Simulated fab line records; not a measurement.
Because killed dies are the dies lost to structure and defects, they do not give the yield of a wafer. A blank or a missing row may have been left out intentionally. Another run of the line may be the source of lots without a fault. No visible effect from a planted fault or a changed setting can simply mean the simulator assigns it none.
What tool caused it?	flow gf180mcu	Sampling: 11 lots, 33 wafers, 4 of 602 route steps

== WHAT THE GAUGES SHOWED, per wafer ==
GF_V5_CD_MEAS_14: the cd target is 260 nm.
lot	measured	on	cd_nm (nm)
L468	day 26 19:43	cd_sem-02	262.1 261.9 262.8
L470	day 27 08:19	cd_sem-01	261.2 260.1 260.5
L471	day 27 23:50	cd_sem-01	261.3 261.5 261.5
L472	day 28 01:21	cd_sem-01	259.9 258.9 259.0
L476	day 29 17:25	cd_sem-01	260.3 259.6 259.7
L477	day 30 04:20	cd_sem-01	260.7 260.4 259.9
L481	day 31 12:26	cd_sem-02	263.8 265.1 265.7
L483	day 32 05:44	cd_sem-02	259.3 260.1 260.1
L485	day 32 16:32	cd_sem-01	264.3 262.9 263.5
L488	day 33 02:29	cd_sem-01	262.0 262.3 261.6
L491	day 33 19:58	cd_sem-01	261.0 260.2 260.7

== WHAT TOOL EACH LOT RAN ON (gives the tool, then ch and the chambers of the sampled wafers, and finally the start) ==
lot	GF_MIM_METAL_ETCH_19	GF_M5_STRIP_11	GF_V5_EXPOSE_11
L468	rie_metal-01 ch 0,1, day 25 00:40	plasma_asher-02 ch 0,1, day 25 22:01	krf_scanner-02 ch 0, day 26 09:29
L470	rie_metal-01 ch 0,1, day 25 12:43	plasma_asher-02 ch 0,1, day 26 10:19	krf_scanner-02 ch 0, day 26 22:35
L471	rie_metal-01 ch 0,1, day 26 04:34	plasma_asher-03 ch 0,1, day 27 02:25	krf_scanner-01 ch 0, day 27 13:19
L472	rie_metal-01 ch 0,1, day 26 07:17	plasma_asher-03 ch 0,1, day 27 03:49	krf_scanner-02 ch 0, day 27 15:10
L476	rie_metal-04 ch 1, day 28 01:55	plasma_asher-03 ch 0,1, day 28 21:19	krf_scanner-02 ch 0, day 29 07:50
L477	rie_metal-01 ch 0,1, day 28 12:55	plasma_asher-01 ch 0,1, day 29 08:46	krf_scanner-01 ch 0, day 29 19:34
L481	rie_metal-04 ch 0,1, day 29 22:31	plasma_asher-02 ch 0,1, day 30 17:10	krf_scanner-02 ch 0, day 31 03:42
L483	rie_metal-04 ch 0,1, day 30 17:28	plasma_asher-03 ch 0,1, day 31 11:40	krf_scanner-01 ch 0, day 31 21:26
L485	rie_metal-03 ch 0,1, day 31 05:13	plasma_asher-03 ch 0,1, day 31 22:25	krf_scanner-02 ch 0, day 32 08:20
L488	rie_metal-04 ch 0,1, day 31 15:28	plasma_asher-02 ch 0,1, day 32 09:01	krf_scanner-01 ch 0, day 32 18:27
L491	rie_metal-01 ch 0,1, day 32 09:40	plasma_asher-02 ch 0,1, day 33 03:15	krf_scanner-01 ch 0, day 33 12:14
- GF_MIM_METAL_ETCH_19: etches the open film in Cl2/BCl3, stops on Si3N4, target depth 324.5 nm, time 54.1 s.
- GF_M5_STRIP_11: strips in O2/N2.
- GF_V5_EXPOSE_11: exposes mask Via5, target cd 260 nm.

== THE ANSWER, worked out from the rows above alone ==
Rule: usual is defined by the lots themselves. The widest of any qualifying gaps counts: lots, ordered by their means at a reading, are off when they make up no more than a third of the lots, leave a main group of 4 or more, and stand apart from it by 3 or more times the standard deviation of that group's means. The tables above print the reading to a certain number of digits; a main group whose means all agree to those digits is not used. A lot without any number at a reading at which 4 lots or more have one is off too. All remaining lots with rows at the step are treated as sound.
Across all readings shown, no lot is off: no conclusion can be drawn from this.

== WHAT THE SIMULATOR HAD INSERTED ==
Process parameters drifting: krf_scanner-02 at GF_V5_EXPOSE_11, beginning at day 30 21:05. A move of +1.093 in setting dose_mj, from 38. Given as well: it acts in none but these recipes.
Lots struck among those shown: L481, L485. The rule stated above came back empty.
